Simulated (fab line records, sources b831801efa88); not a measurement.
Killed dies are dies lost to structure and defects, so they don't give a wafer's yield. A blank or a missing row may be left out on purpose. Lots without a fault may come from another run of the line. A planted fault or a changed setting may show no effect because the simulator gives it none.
Chamber matching | flow gf180mcu | GF_V2_CMP_26 on cmp-01: 4 sister chambers
The step polishes, stops on SiO2, t overpolish 15 s, target thk 0 nm. 4 wafers are shown with their chamber, then 6 later ones without.

WAFERS WITH THEIR CHAMBER
wafer  | chamber | motor_current_A (A)
L590.1 | 3       | 11.3
L594.1 | 1       | 10.2
L594.2 | 0       | 10.2
L594.4 | 2       | 10.7

WAFERS WITHOUT THEIR CHAMBER
wafer  | motor_current_A (A)
L598.1 | 11.3
L598.5 | 9.9
L598.6 | 10.5
L599.3 | 9.7
L599.4 | 9.8
L599.6 | 9.8

WHICH CHAMBER EACH WENT THROUGH
wafer  | from the rows above               | in truth
L598.1 | can't be placed: 3 or 2           | 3
L598.5 | can't be placed: 0 or 1 or 2      | 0
L598.6 | can't be placed: 2 or 0 or 1 or 3 | 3
L599.3 | can't be placed: 0 or 1 or 2      | 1
L599.4 | can't be placed: 0 or 1 or 2      | 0
L599.6 | can't be placed: 0 or 1 or 2      | 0
Placed correctly: 0 of 6. Can't be placed from these rows: 6 (the true chamber is among the candidates in 6). Placed wrongly: 0.
How it was worked out, from the rows above alone: a wafer's distance from a chamber is the root of the sum, over the readings, of the square of ((its reading less the chamber's mean) divided by the reading's scatter). The wafer belongs to the nearest chamber; if the next one is less than 2 further off, it can't be placed. A chamber's mean is the mean of its shown wafers. The scatter: with one shown wafer a chamber, the root of the mean of the squares of how far each hidden wafer lies from its nearest shown one.
